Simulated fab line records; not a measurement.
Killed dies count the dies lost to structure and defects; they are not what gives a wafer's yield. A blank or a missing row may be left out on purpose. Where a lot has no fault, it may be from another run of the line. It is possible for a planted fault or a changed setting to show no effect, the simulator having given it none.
fab line records | flow sky130
record: lots: 24 wafers: 72 last-day: 50
route steps=708 shown VIA1@480 METAL2@503 VIA2@530 METAL3@564 METAL4@629
lots that met no fault: taken from a fault-free run of the same line
start-h: the number of hours between the record's first day and the start of the first shown wafer of the lot | wait-h: hours from the lot's prior step to this one | " identical to the entry in the row above | L1.1+2: several wafers, shown together as one row | - value missing, or start not given | * or withheld: withheld | < > ~ a bound
route shown NAME@n: NAME is a module with steps in the file, n the number in the route of the first one | usual: mean/standard deviation of fault-free wafers | same: alike in all rows | chamber/n: place in a boat | sites: each site's reading | _std_site: standard deviation across them | _edge_site: the outer-site mean with the inner-site mean subtracted | radius-mm: for every site, how far away it sits from the centre of the wafer | mask NAME#n: copy n | behind: the last tool/chamber to shape the wafer | hold: reason for holding the lot/hours on hold/outcome of the hold | device: whichever transistor did not switch (one of n, p or np) | end of line: the same wafers' tests at the end of the route | for a step that has no rows: nothing shown but its recipe | killed: not the wafer's yield, but the dies lost to structure and defects at the first sort | map: a wafer's dies, marking killed ones x, the rest . and places with no die _
set.NAME: the setting as run; set.NAME@STEP: as run at that earlier step | model.NAME: the simulator's own value behind a step, which no gauge read
the route's steps for a sample of lots (tables are steps, rows are wafers)
services: a tool's chamber out of use, with start hour (start-h, from the record's first day; less than 0 if before it), hours out, and reason
== steps ==
step: SKY_VIA1_RS_MEAS_22
recipe: thk-meas-gauge: four-point-probe reads: W_of_VIA1_CVD_21+TiN_of_VIA1_SPUTTER_20
usual: VIA1_W_RS: 0.425/0.0043
columns lot.wafer tool chamber start-h wait-h VIA1_W_RS[ohm/sq]
L074.1 film-metro-01 - 796.51 0.1 0.426
L074.5 " - " " 0.435
L074.6 " - " " 0.426
L075.3 film-metro-02 - 803.23 0.1 0.431
L075.4 " - " " 0.425
L075.5 " - " " 0.422
L076.2 film-metro-01 - 809.77 0.1 0.423
L076.5 " - " " 0.419
L076.6 " - " " 0.421
L077.1 film-metro-02 - 814.99 0.1 0.423
L077.2 " - " " 0.421
L077.4 " - " " 0.421
L078.1 film-metro-04 - 825.93 0.1 0.416
L078.2 " - " " 0.420
L078.4 " - " " 0.418
L079.1 film-metro-01 - 832.42 0.1 0.419
L079.4 " - " " 0.419
L079.5 " - " " 0.420
L080.1 film-metro-02 - 840.06 0.1 0.418
L080.2 " - " " 0.425
L080.5 " - " " 0.424
L081.2 film-metro-04 - 851.45 0.1 0.428
L081.3 " - " " 0.421
L081.5 " - " " 0.430
L082.1 film-metro-04 - 859.93 0.1 0.435
L082.2 " - " " 0.426
L082.4 " - " " 0.423
L083.1 film-metro-01 - 872.12 0.1 0.428
L083.4 " - " " 0.430
L083.6 " - " " 0.423
L084.4 film-metro-02 - 872.57 0.1 0.423
L084.5 " - " " 0.425
L084.6 " - " " 0.426
L085.1 film-metro-02 - 879.63 0.1 0.419
L085.2 " - " " 0.427
L085.6 " - " " 0.416
L086.2 film-metro-04 - 883.62 0.1 0.430
L086.4 " - " " 0.427
L086.5 " - " " 0.429
L087.1 film-metro-04 - 889.14 0.1 0.426
L087.3 " - " " 0.430
L087.4 " - " " 0.425
L088.1 film-metro-04 - 907.44 0.1 0.421
L088.2 " - " " 0.424
L088.3 " - " " 0.423
L089.3 film-metro-04 - 918.09 0.1 0.433
L089.5 " - " " 0.425
L089.6 " - " " 0.423
L090.3 film-metro-01 - 918.63 0.1 0.425
L090.5 " - " " 0.429
L090.6 " - " " 0.429
L091.1 film-metro-02 - 924.74 0.1 0.422
L091.3 " - " " 0.423
L091.6 " - " " 0.423
L092.3 film-metro-02 - 930.58 0.1 0.430
L092.5 " - " " 0.430
L092.6 " - " " 0.432
L093.1 film-metro-04 - 935.14 0.1 0.423
L093.3 " - " " 0.420
L093.4 " - " " 0.423
L094.1 film-metro-02 - 944.79 0.1 0.429
L094.3 " - " " 0.425
L094.6 " - " " 0.425
L095.1 film-metro-04 - 945.67 0.1 0.425
L095.4 " - " " 0.426
L095.5 " - " " 0.426
L096.2 film-metro-04 - 953.21 0.1 0.425
L096.3 " - " " 0.426
L096.6 " - " " 0.424
L097.3 film-metro-04 - 955.76 0.1 0.427
L097.4 " - " " 0.427
L097.6 " - " " 0.429
step: SKY_METAL2_STRIP_20
recipe: chemistry: O2/N2 power-w: 1400 pressure-mtorr: 1500 platen-temp-c: withheld o2-flow-sccm: 3000 n2-flow-sccm: 300 overash-fraction: 0.5
usual: drypump-motor-current-A: 5.7/0.6 oes-product-au: 0.341/0.0049 strip-time-to-endpoint-s: 2.65/0.041
columns lot.wafer tool chamber start-h wait-h drypump-motor-current-A oes-product-au rf-hours-counter-h strip-time-to-endpoint-s
L074.1 plasma-asher-01 0 824.40 0.1 5.5 0.351 8 2.72
L074.5 " 0 " " 5.4 0.347 - 2.62
L074.6 " 1 " " 6.2 0.347 - 2.69
L075.3 plasma-asher-04 0 830.71 0.1 5.0 0.337 - 2.66
L075.4 " 1 " " 5.4 0.332 - 2.65
L075.5 " 0 " " 5.0 0.345 - 2.67
L076.2 plasma-asher-04 0 837.54 0.1 5.0 0.346 74 2.64
L076.5 " 1 " " 5.4 0.340 - 2.67
L076.6 " 0 " " 5.0 0.344 - 2.63
L077.1 plasma-asher-03 1 842.44 0.1 6.8 0.342 44 2.66
L077.2 " 0 " " 5.7 0.342 44 2.68
L077.4 " 1 " " 6.8 0.348 - 2.63
L078.1 plasma-asher-03 0 853.04 0.1 5.7 0.347 45 2.75
L078.2 " 1 " " 6.8 0.346 45 2.64
L078.4 " 0 " " 5.7 0.343 - 2.73
L079.1 plasma-asher-01 0 859.50 0.1 5.5 0.335 11 2.66
L079.4 " 1 " " 6.2 0.340 - 2.64
L079.5 " 0 " " 5.4 0.334 - 2.67
L080.1 plasma-asher-01 1 867.11 0.1 6.3 0.343 12 2.58
L080.2 " 0 " " 5.5 0.335 12 2.57
L080.5 " 0 " " 5.5 0.334 - 2.56
L081.2 plasma-asher-04 1 878.85 0.1 5.4 0.353 78 2.72
L081.3 " 1 " " 5.4 0.344 - 2.73
L081.5 " 0 " " 5.0 0.343 - 2.62
L082.1 plasma-asher-03 1 886.84 0.1 6.8 0.341 48 2.71
L082.2 " 0 " " 5.7 0.342 48 2.60
L082.4 " 1 " " 6.8 0.336 - 2.58
L083.1 plasma-asher-03 1 899.14 0.1 6.8 0.344 49 2.63
L083.4 " 0 " " 5.7 0.340 - 2.66
L083.6 " 1 " " 6.8 0.352 - 2.64
L084.4 plasma-asher-03 1 899.71 0.1 6.8 0.340 - 2.67
L084.5 " 1 " " 6.8 0.339 - 2.66
L084.6 " 0 " " 5.7 0.345 - 2.68
L085.1 plasma-asher-01 0 906.44 0.1 5.5 0.338 16 2.59
L085.2 " 1 " " 6.2 0.345 16 2.66
L085.6 " 0 " " 5.5 0.345 - 2.66
L086.2 plasma-asher-04 1 910.33 0.1 5.5 0.342 81 2.66
L086.4 " 0 " " 5.0 0.337 - 2.68
L086.5 " 1 " " 5.4 0.340 - 2.69
L087.1 plasma-asher-03 0 915.57 0.1 5.8 0.340 50 2.69
L087.3 " 1 " " 6.8 0.353 - 2.67
L087.4 " 0 " " 5.8 0.347 - 2.63
L088.1 plasma-asher-03 1 933.47 0.1 6.8 0.345 52 2.63
L088.2 " 0 " " 5.8 0.340 52 2.69
L088.3 " 1 " " 6.8 0.340 - 2.56
L089.3 plasma-asher-04 1 943.63 0.1 5.4 0.338 - 2.57
L089.5 " 1 " " 5.4 0.339 - 2.59
L089.6 " 0 " " 5.0 0.345 - 2.71
L090.3 plasma-asher-01 1 944.46 0.1 6.2 0.350 - 2.65
L090.5 " 1 " " 6.2 0.343 - 2.68
L090.6 " 0 " " 5.5 0.331 - 2.64
L091.1 plasma-asher-01 0 949.74 0.1 5.5 0.338 21 2.61
L091.3 " 0 " " 5.5 0.340 - 2.61
L091.6 " 1 " " 6.3 0.339 - 2.70
L092.3 plasma-asher-04 0 955.69 0.1 5.0 0.341 - 2.66
L092.5 " 1 " " 5.4 0.340 - 2.63
L092.6 " 0 " " 5.0 0.343 - 2.61
L093.1 plasma-asher-04 1 960.59 0.1 5.4 0.340 86 2.61
L093.3 " 1 " " 5.4 0.340 - 2.65
L093.4 " 0 " " 5.0 0.339 - 2.63
L094.1 plasma-asher-01 1 969.92 0.1 6.3 0.350 23 2.66
L094.3 " 0 " " 5.5 0.332 - 2.67
L094.6 " 1 " " 6.2 0.344 - 2.68
L095.1 plasma-asher-04 0 971.35 0.1 5.0 0.341 87 2.63
L095.4 " 1 " " 5.4 0.341 - 2.60
L095.5 " 0 " " 5.0 0.335 - 2.60
L096.2 plasma-asher-04 1 978.89 0.1 5.4 0.338 88 2.62
L096.3 " 0 " " 5.0 0.339 - 2.62
L096.6 " 0 " " 5.0 0.342 - 2.63
L097.3 plasma-asher-04 0 980.14 0.1 5.0 0.338 - 2.60
L097.4 " 1 " " 5.4 0.347 - 2.73
L097.6 " 0 " " 5.0 0.348 - 2.70
step: SKY_VIA2_THK_MEAS_23
recipe: thk-meas-gauge: xrf reads: W_of_VIA2_CVD_21
usual: VIA2_W_THK: 430/7.4
columns lot.wafer tool chamber start-h wait-h VIA2_W_THK[nm]
L074.1 film-metro-01 - 852.27 0.1 424
L074.5 " - " " 420
L074.6 " - " " 423
L075.3 film-metro-04 - 859.12 0.1 425
L075.4 " - " " 428
L075.5 " - " " 425
L076.2 film-metro-03 - 865.83 0.1 433
L076.5 " - " " 432
L076.6 " - " " 432
L077.1 film-metro-03 - 871.32 0.1 436
L077.2 " - " " 438
L077.4 " - " " 434
L078.1 film-metro-04 - 881.66 0.1 427
L078.2 " - " " 425
L078.4 " - " " 426
L079.1 film-metro-01 - 887.51 0.1 425
L079.4 " - " " 414
L079.5 " - " " 421
L080.1 film-metro-01 - 894.88 0.1 421
L080.2 " - " " 420
L080.5 " - " " 421
L081.2 film-metro-01 - 905.94 0.1 425
L081.3 " - " " 420
L081.5 " - " " 424
L082.1 film-metro-03 - 914.22 0.1 437
L082.2 " - " " 439
L082.4 " - " " 432
L083.1 film-metro-03 - 926.76 0.1 435
L083.4 " - " " 431
L083.6 " - " " 432
L084.4 film-metro-01 - 926.92 0.1 421
L084.5 " - " " 423
L084.6 " - " " 421
L085.1 film-metro-03 - 933.78 0.1 435
L085.2 " - " " 431
L085.6 " - " " 429
L086.2 film-metro-03 - 937.19 0.1 438
L086.4 " - " " 433
L086.5 " - " " 446
L087.1 film-metro-03 - 942.48 0.1 441
L087.3 " - " " 431
L087.4 " - " " 438
L088.1 film-metro-03 - 960.25 0.1 435
L088.2 " - " " 437
L088.3 " - " " 435
L089.3 film-metro-04 - 970.54 0.1 424
L089.5 " - " " 429
L089.6 " - " " 428
L090.3 film-metro-03 - 971.38 0.1 441
L090.5 " - " " 443
L090.6 " - " " 428
L091.1 film-metro-04 - 976.41 0.1 427
L091.3 " - " " 431
L091.6 " - " " 435
L092.3 film-metro-04 - 982.33 0.1 429
L092.5 " - " " 425
L092.6 " - " " 431
L093.1 film-metro-01 - 986.38 0.1 419
L093.3 " - " " 418
L093.4 " - " " 410
L094.1 film-metro-03 - 995.38 0.1 435
L094.3 " - " " 438
L094.6 " - " " 436
L095.1 film-metro-04 - 997.12 0.1 434
L095.4 " - " " 434
L095.5 " - " " 438
L096.2 film-metro-03 - 1004.79 0.1 439
L096.3 " - " " 440
L096.6 " - " " 443
L097.3 film-metro-01 - 1005.34 0.1 426
L097.4 " - " " 429
L097.6 " - " " 431
step: SKY_METAL3_OVL_MEAS_14
usual: METAL3_OVL: 3/5.8
columns lot.wafer tool chamber start-h wait-h METAL3_OVL[nm]
L074.1 overlay-01 - 905.57 0.1 1
L074.5 " - " " 0
L074.6 " - " " 0
L075.3 overlay-02 - 911.03 0.1 2
L075.4 " - " " -8
L075.5 " - " " 4
L076.2 overlay-01 - 918.83 0.1 3
L076.5 " - " " 3
L076.6 " - " " 1
L077.1 overlay-01 - 922.87 0.1 -1
L077.2 " - " " 2
L077.4 " - " " 0
L078.1 overlay-02 - 933.60 0.1 12
L078.2 " - " " 10
L078.4 " - " " 6
L079.1 overlay-02 - 938.55 0.1 11
L079.4 " - " " 6
L079.5 " - " " 9
L080.1 overlay-01 - 946.10 0.1 4
L080.2 " - " " 6
L080.5 " - " " 6
L081.2 overlay-01 - 954.98 0.1 -4
L081.3 " - " " -3
L081.5 " - " " -3
L082.1 overlay-01 - 964.67 0.1 3
L082.2 " - " " 8
L082.4 " - " " 8
L083.1 overlay-01 - 977.00 0.1 2
L083.4 " - " " 0
L083.6 " - " " 3
L084.4 overlay-01 - 978.42 0.1 13
L084.5 " - " " 6
L084.6 " - " " 10
L085.1 overlay-01 - 983.17 0.1 1
L085.2 " - " " 6
L085.6 " - " " 2
L086.2 overlay-02 - 986.72 0.1 4
L086.4 " - " " -3
L086.5 " - " " 3
L087.1 overlay-02 - 992.40 0.1 4
L087.3 " - " " 10
L087.4 " - " " 3
L088.1 overlay-02 - 1008.27 0.1 -8
L088.2 " - " " -3
L088.3 " - " " -6
L089.3 overlay-01 - 1017.06 0.1 9
L089.5 " - " " 5
L089.6 " - " " 1
L090.3 overlay-01 - 1019.38 0.1 12
L090.5 " - " " 11
L090.6 " - " " 5
L091.1 overlay-01 - 1022.72 0.1 1
L091.3 " - " " -8
L091.6 " - " " -7
L092.3 overlay-02 - 1029.16 0.1 -7
L092.5 " - " " -11
L092.6 " - " " 1
L093.1 overlay-02 - 1033.82 0.1 12
L093.3 " - " " 12
L093.4 " - " " 6
L094.1 overlay-02 - 1042.77 0.1 -3
L094.3 " - " " -2
L094.6 " - " " -8
L095.1 overlay-02 - 1043.45 0.1 11
L095.4 " - " " 3
L095.5 " - " " 9
L096.2 overlay-02 - 1050.97 0.1 3
L096.3 " - " " 0
L096.6 " - " " 6
L097.3 overlay-01 - 1051.79 0.1 -1
L097.4 " - " " -4
L097.6 " - " " 0
step: SKY_METAL4_CD_MEAS_13
recipe: target-cd-nm: 300
usual: cd-nm: 299.8/1.5
columns lot.wafer tool chamber start-h wait-h cd-nm
L074.1 cd-sem-01 - 981.78 - 299.0
L074.5 " - " " 296.9
L074.6 " - " " 298.3
L075.3 cd-sem-01 - 986.99 - 297.3
L075.4 " - " " 297.4
L075.5 " - " " 299.7
L076.2 cd-sem-01 - 995.78 - 299.5
L076.5 " - " " 300.3
L076.6 " - " " 300.4
L077.1 cd-sem-02 - 999.08 - 301.1
L077.2 " - " " 301.8
L077.4 " - " " 300.0
L078.1 cd-sem-01 - 1008.56 - 299.2
L078.2 " - " " 298.9
L078.4 " - " " 297.5
L079.1 cd-sem-02 - 1014.18 - 302.0
L079.4 " - " " 302.3
L079.5 " - " " 301.6
L080.1 cd-sem-02 - 1019.60 - 300.7
L080.2 " - " " 302.3
L080.5 " - " " 302.3
L081.2 cd-sem-01 - 1028.38 - 300.5
L081.3 " - " " 300.3
L081.5 " - " " 300.2
L082.1 cd-sem-01 - 1036.93 - 300.7
L082.2 " - " " 301.4
L082.4 " - " " 301.9
L083.1 cd-sem-02 - 1050.73 - 299.9
L083.4 " - " " 299.4
L083.6 " - " " 299.8
L084.4 cd-sem-02 - 1051.49 - 298.4
L084.5 " - " " 297.8
L084.6 " - " " 298.7
L085.1 cd-sem-02 - 1056.81 - 297.6
L085.2 " - " " 299.3
L085.6 " - " " 298.1
L086.2 cd-sem-01 - 1059.00 - 300.2
L086.4 " - " " 302.2
L086.5 " - " " 300.6
L087.1 cd-sem-02 - 1063.40 - 299.3
L087.3 " - " " 299.6
L087.4 " - " " 298.9
L088.1 cd-sem-01 - 1076.86 - 300.1
L088.2 " - " " 298.1
L088.3 " - " " 299.8
L089.3 cd-sem-02 - 1086.76 - 300.5
L089.5 " - " " 299.6
L089.6 " - " " 299.9
L090.3 cd-sem-01 - 1087.89 - 300.3
L090.5 " - " " 300.7
L090.6 " - " " 300.4
L091.1 cd-sem-01 - 1091.61 - 297.9
L091.3 " - " " 297.4
L091.6 " - " " 298.2
L092.3 cd-sem-01 - 1097.84 - 298.9
L092.5 " - " " 297.0
L092.6 " - " " 298.9
L093.1 cd-sem-01 - 1102.05 - 298.9
L093.3 " - " " 298.8
L093.4 " - " " 299.0
L094.1 cd-sem-02 - 1109.75 - 302.9
L094.3 " - " " 302.4
L094.6 " - " " 303.3
L095.1 cd-sem-02 - 1111.63 - 299.4
L095.4 " - " " 298.5
L095.5 " - " " 299.6
L096.2 cd-sem-02 - 1117.22 - 302.4
L096.3 " - " " 299.6
L096.6 " - " " 300.6
L097.3 cd-sem-01 - 1118.27 - 300.0
L097.4 " - " " 299.5
L097.6 " - " " 301.5
step: SKY_METAL4_OVL_MEAS_14
usual: METAL4_OVL: 4/6.8
columns lot.wafer tool chamber start-h wait-h METAL4_OVL[nm]
L074.1 overlay-01 - 981.90 0.1 1
L074.5 " - " " 3
L074.6 " - " " -4
L075.3 overlay-01 - 987.08 0.1 5
L075.4 " - " " 5
L075.5 " - " " 4
L076.2 overlay-01 - 995.89 0.1 -4
L076.5 " - " " -4
L076.6 " - " " 0
L077.1 overlay-01 - 999.20 0.1 6
L077.2 " - " " 10
L077.4 " - " " 7
L078.1 overlay-01 - 1008.68 0.1 7
L078.2 " - " " 1
L078.4 " - " " -5
L079.1 overlay-02 - 1014.30 0.1 20
L079.4 " - " " 10
L079.5 " - " " 16
L080.1 overlay-01 - 1019.72 0.1 2
L080.2 " - " " -5
L080.5 " - " " -2
L081.2 overlay-02 - 1028.49 0.1 -1
L081.3 " - " " 3
L081.5 " - " " -2
L082.1 overlay-01 - 1037.05 0.1 6
L082.2 " - " " 0
L082.4 " - " " 1
L083.1 overlay-01 - 1050.85 0.1 2
L083.4 " - " " 4
L083.6 " - " " -4
L084.4 overlay-01 - 1051.57 0.1 12
L084.5 " - " " 3
L084.6 " - " " 10
L085.1 overlay-01 - 1056.93 0.1 11
L085.2 " - " " 14
L085.6 " - " " 13
L086.2 overlay-01 - 1059.11 0.1 -3
L086.4 " - " " -3
L086.5 " - " " -1
L087.1 overlay-01 - 1063.52 0.1 -4
L087.3 " - " " -2
L087.4 " - " " -1
L088.1 overlay-02 - 1076.98 0.1 0
L088.2 " - " " -13
L088.3 " - " " -3
L089.3 overlay-01 - 1086.86 0.1 12
L089.5 " - " " 4
L089.6 " - " " -3
L090.3 overlay-02 - 1087.98 0.1 -4
L090.5 " - " " -1
L090.6 " - " " 2
L091.1 overlay-02 - 1091.73 0.1 14
L091.3 " - " " 13
L091.6 " - " " 8
L092.3 overlay-01 - 1097.93 0.1 5
L092.5 " - " " 7
L092.6 " - " " 4
L093.1 overlay-02 - 1102.17 0.1 -9
L093.3 " - " " -9
L093.4 " - " " -4
L094.1 overlay-01 - 1109.87 0.1 12
L094.3 " - " " 10
L094.6 " - " " 9
L095.1 overlay-02 - 1111.75 0.1 6
L095.4 " - " " 11
L095.5 " - " " 0
L096.2 overlay-01 - 1117.32 0.1 -1
L096.3 " - " " -3
L096.6 " - " " -1
L097.3 overlay-01 - 1118.36 0.1 9
L097.4 " - " " 24
L097.6 " - " " 16
== services ==
columns tool chamber start-h hours kind
plasma-asher-04 - 807.57 1.1 repair
plasma-asher-01 - 822.76 0.4 repair
plasma-asher-03 - 860.50 2.3 repair
plasma-asher-04 - 876.46 0.5 repair
plasma-asher-04 - 887.07 1.9 repair
plasma-asher-04 - 931.17 2.8 repair
== key ==
fault none
